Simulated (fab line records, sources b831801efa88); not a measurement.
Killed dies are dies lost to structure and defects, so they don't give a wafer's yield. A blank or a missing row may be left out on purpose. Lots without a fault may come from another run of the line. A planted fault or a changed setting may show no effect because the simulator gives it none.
fab line records | flow gf180mcu
record lots=11 wafers=33 last_day=31
route steps=602 shown STI@1 VT_IMPLANT@108 PSD@261
lots that met no fault: from a run of the same line without faults
start_h: hours from the record's first day to the start of the lot's first wafer shown | wait_h: hours since the lot's step before | " the same as in the row above | L1.1+2: a row that stands for several wafers | - no value, or no start given | * or withheld: withheld | < > ~ a bound
route shown NAME@n: a module of which the file shows steps, and the number in the route of the first | usual: mean/standard deviation of fault-free wafers | same: alike in all rows | chamber/n: place in a boat | sites: the reading at each site | _std_site: their standard deviation | _edge_site: outer sites' mean less inner sites' | radius_mm: how far each site lies from the wafer's centre | mask NAME#n: copy n | behind: the tool/chamber that last shaped the wafer | hold: why the lot was held/for how many hours/how that ended | device: the transistor (n, p or np) that didn't switch | end of line: the same wafers' tests at the end of the route | a step without rows: its recipe alone | killed: dies lost to structure and defects at the first sort, not the wafer's yield | map: a wafer's dies, x killed, . not, _ none there
set.NAME: the setting as run; set.NAME@STEP: as run at that earlier step | model.NAME: the simulator's own value behind a step, which no gauge read
steps of the route over a sample of lots; a table a step, a row a wafer
services: from which hour (start_h, from the record's first day; less than 0 if before it) a tool's chamber was out of use, for how many hours, and why
## steps
# step GF_STI_BOW_MEAS_00
# recipe mode=bow
# usual INCOMING_BOW=0/6.4
# columns lot.wafer tool chamber start_h wait_h INCOMING_BOW[um]
L142.3 film_metro-03 - 10.04 - -6
L142.4 " - " " 10
L142.5 " - " " -3
L143.1 film_metro-01 - 15.00 - 7
L143.2 " - " " 2
L143.3 " - " " -7
L144.1 film_metro-03 - 20.00 - -5
L144.2 " - " " 1
L144.6 " - " " -2
L145.3 film_metro-01 - 25.04 - 11
L145.4 " - " " 1
L145.6 " - " " 6
L146.1 film_metro-03 - 30.00 - -5
L146.2 " - " " 7
L146.4 " - " " -3
L147.3 film_metro-03 - 35.04 - 2
L147.4 " - " " 9
L147.6 " - " " -2
L148.1 film_metro-01 - 40.00 - -3
L148.2 " - " " -1
L148.3 " - " " -6
L149.3 film_metro-03 - 45.04 - -12
L149.4 " - " " 4
L149.6 " - " " -7
L150.3 film_metro-03 - 50.04 - -9
L150.4 " - " " 8
L150.6 " - " " 7
L151.1 film_metro-01 - 55.00 - 9
L151.3 " - " " -10
L151.6 " - " " -5
L152.2 film_metro-01 - 60.02 - 1
L152.3 " - " " 9
L152.6 " - " " 3
# step GF_VT_IMPLANT_OVL_MEAS_18
# usual VT_IMPLANT_01_OVL=0.9/1.4
# columns lot.wafer tool chamber start_h wait_h VT_IMPLANT_01_OVL[nm]
L142.3 overlay-01 - 124.57 0.1 -0.1
L142.4 " - " " 0.3
L142.5 " - " " -0.5
L143.1 overlay-01 - 135.69 0.1 -0.2
L143.2 " - " " 1.3
L143.3 " - " " 0.5
L144.1 overlay-01 - 141.29 0.1 0.7
L144.2 " - " " 0.5
L144.6 " - " " -1.1
L145.3 overlay-02 - 145.44 0.1 1.1
L145.4 " - " " 3.7
L145.6 " - " " 1.3
L146.1 overlay-02 - 149.49 0.1 3.4
L146.2 " - " " 2.7
L146.4 " - " " 2.4
L147.3 overlay-02 - 160.94 0.1 1.3
L147.4 " - " " 2.9
L147.6 " - " " 2.5
L148.1 overlay-02 - 164.72 0.1 3.5
L148.2 " - " " 1.3
L148.3 " - " " 1.7
L149.3 overlay-02 - 169.37 0.1 -1.4
L149.4 " - " " -1.0
L149.6 " - " " -2.6
L150.3 overlay-01 - 176.52 0.1 2.1
L150.4 " - " " 2.0
L150.6 " - " " 0.6
L151.1 overlay-02 - 181.71 0.1 1.1
L151.3 " - " " 2.0
L151.6 " - " " 3.9
L152.2 overlay-01 - 188.28 0.1 -1.7
L152.3 " - " " -2.5
L152.6 " - " " -1.7
# step GF_VT_IMPLANT_IMPLANT_30
# recipe species=B energy_kev=25 dose_cm2=2.534e+12 tilt_deg=7
# usual implant_ion_amu=11/0
# columns lot.wafer tool chamber start_h wait_h implant_ion_amu
L142.3 implanter-01 0 140.21 0.1 11
L142.4 " 0 " " 11
L142.5 " 0 " " 11
L143.1 implanter-01 0 152.11 0.0 11
L143.2 " 0 " " 11
L143.3 " 0 " " 11
L144.1 implanter-04 0 157.42 0.0 11
L144.2 " 0 " " 11
L144.6 " 0 " " 11
L145.3 implanter-02 0 160.87 0.1 11
L145.4 " 0 " " 11
L145.6 " 0 " " 11
L146.1 implanter-04 0 165.45 0.0 11
L146.2 " 0 " " 11
L146.4 " 0 " " 11
L147.3 implanter-02 0 177.16 0.1 11
L147.4 " 0 " " 11
L147.6 " 0 " " 11
L148.1 implanter-01 0 181.09 0.0 11
L148.2 " 0 " " 11
L148.3 " 0 " " 11
L149.3 implanter-01 0 184.24 0.1 49
L149.4 " 0 " " 49
L149.6 " 0 " " 49
L150.3 implanter-02 0 191.69 0.1 49
L150.4 " 0 " " 49
L150.6 " 0 " " 49
L151.1 implanter-02 0 197.94 0.0 49
L151.3 " 0 " " 49
L151.6 " 0 " " 49
L152.2 implanter-04 0 205.55 0.0 49
L152.3 " 0 " " 49
L152.6 " 0 " " 49
# step GF_VT_IMPLANT_TW_MEAS_32
# usual VT_IMPLANT_3_TW=270.8/2.8
# columns lot.wafer tool chamber start_h wait_h VT_IMPLANT_3_TW
L142.3 film_metro-03 - 140.43 0.1 270.2
L142.4 " - " " 271.5
L142.5 " - " " 272.2
L143.1 film_metro-04 - 152.36 0.1 271.3
L143.2 " - " " 272.4
L143.3 " - " " 271.7
L144.1 film_metro-04 - 157.67 0.1 271.1
L144.2 " - " " 272.6
L144.6 " - " " 270.9
L145.3 film_metro-03 - 161.09 0.1 271.7
L145.4 " - " " 271.6
L145.6 " - " " 271.7
L146.1 film_metro-03 - 165.70 0.1 271.5
L146.2 " - " " 272.2
L146.4 " - " " 271.2
L147.3 film_metro-03 - 177.38 0.1 274.1
L147.4 " - " " 271.8
L147.6 " - " " 272.4
L148.1 film_metro-04 - 181.34 0.1 272.1
L148.2 " - " " 272.3
L148.3 " - " " 274.5
L149.3 film_metro-03 - 184.46 0.1 417.8
L149.4 " - " " 421.0
L149.6 " - " " 422.8
L150.3 film_metro-02 - 191.91 0.1 410.5
L150.4 " - " " 408.6
L150.6 " - " " 407.0
L151.1 film_metro-03 - 198.19 0.1 419.7
L151.3 " - " " 420.1
L151.6 " - " " 420.0
L152.2 film_metro-02 - 205.78 0.1 408.5
L152.3 " - " " 406.5
L152.6 " - " " 409.2
# step GF_PSD_RTA_13
# recipe temp_c=1025 time_s=20 ambient=N2
# usual lamp_power_pct=33.4/2 wafer_temp_C_max=1030.7/1.4
# columns lot.wafer tool chamber start_h wait_h lamp_power_pct wafer_temp_C_max
L142.3 rtp_anneal-01 0 324.92 0.0 31.4 1032.5
L142.4 " 0 " " 31.4 1031.0
L142.5 " 0 " " 31.4 1030.4
L143.1 rtp_anneal-02 0 334.55 0.0 35.3 1028.6
L143.2 " 0 " " 35.4 1027.8
L143.3 " 0 " " 35.3 1028.6
L145.3 rtp_anneal-01 0 344.46 0.0 31.4 1030.7
L145.4 " 0 " " 31.4 1031.1
L145.6 " 0 " " 31.4 1030.9
L144.1 rtp_anneal-01 0 347.12 0.0 31.4 1031.2
L144.2 " 0 " " 31.5 1032.0
L144.6 " 0 " " 31.4 1031.7
L146.1 rtp_anneal-01 0 356.73 0.0 31.4 1030.0
L146.2 " 0 " " 31.4 1031.9
L146.4 " 0 " " 31.4 1031.2
L147.3 rtp_anneal-01 0 367.68 0.0 31.4 1030.3
L147.4 " 0 " " 31.4 1032.7
L147.6 " 0 " " 31.4 1029.7
L148.1 rtp_anneal-01 0 371.12 0.0 31.4 1031.1
L148.2 " 0 " " 31.4 1033.2
L148.3 " 0 " " 31.4 1031.3
L149.3 rtp_anneal-01 0 373.65 0.0 31.4 1030.8
L149.4 " 0 " " 31.4 1030.1
L149.6 " 0 " " 31.4 1032.2
L150.3 rtp_anneal-01 0 385.80 0.0 31.4 1030.8
L150.4 " 0 " " 31.4 1032.2
L150.6 " 0 " " 31.4 1030.7
L151.1 rtp_anneal-02 0 392.82 0.0 35.3 1030.2
L151.3 " 0 " " 35.3 1031.2
L151.6 " 0 " " 35.4 1029.5
L152.2 rtp_anneal-01 0 401.91 0.0 31.5 1030.6
L152.3 " 0 " " 31.5 1032.2
L152.6 " 0 " " 31.4 1031.1
## services
# columns tool chamber start_h hours kind
implanter-02 - 229.35 3.3 repair
implanter-04 - 237.49 0.9 repair
implanter-02 - 241.71 3.0 repair
implanter-01 - 242.09 2.2 repair
implanter-02 - 261.24 24.0 pm
rtp_anneal-01 - 279.48 3.5 pm
implanter-02 - 289.51 1.2 repair
implanter-04 - 294.63 18.8 repair
implanter-01 - 304.57 1.8 repair
implanter-02 - 321.69 4.6 pm
rtp_anneal-01 - 322.62 0.7 pm
implanter-04 - 352.72 3.5 pm
implanter-02 - 366.06 5.8 pm
implanter-01 - 391.52 2.2 repair
implanter-02 - 398.87 1.4 repair
## key
first_sign step=GF_VT_IMPLANT_IMPLANT_30 reading=implant_ion_amu direction=up sigmas=99+ usual=11 struck=49
effect step=GF_VT_IMPLANT_TW_MEAS_32 reading=VT_IMPLANT_3_TW direction=up sigmas=52 usual=270.8 struck=414.3
met_at GF_VT_IMPLANT_IMPLANT_30
struck_lots L149,L150,L151,L152
tester_left_out L149,L150,L151,L152
not_acting_at GF_STI_BOW_MEAS_00,GF_VT_IMPLANT_OVL_MEAS_18,GF_PSD_RTA_13
onset_between 181.09 184.24
fault kind=wrong_recipe_download tool=implanter-01,implanter-02,implanter-04 chamber=- onset_h=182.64 steps=GF_VT_IMPLANT_IMPLANT_30 wrong_recipe.not_listed=1
# tester_left_out: of these lots the tester's yield and bins aren't shown, on N5 and GAA mostly nor the transistor test; their killed dies are dies lost to structure and defects alone, not to doping, threshold or leakage, so they don't give the yield
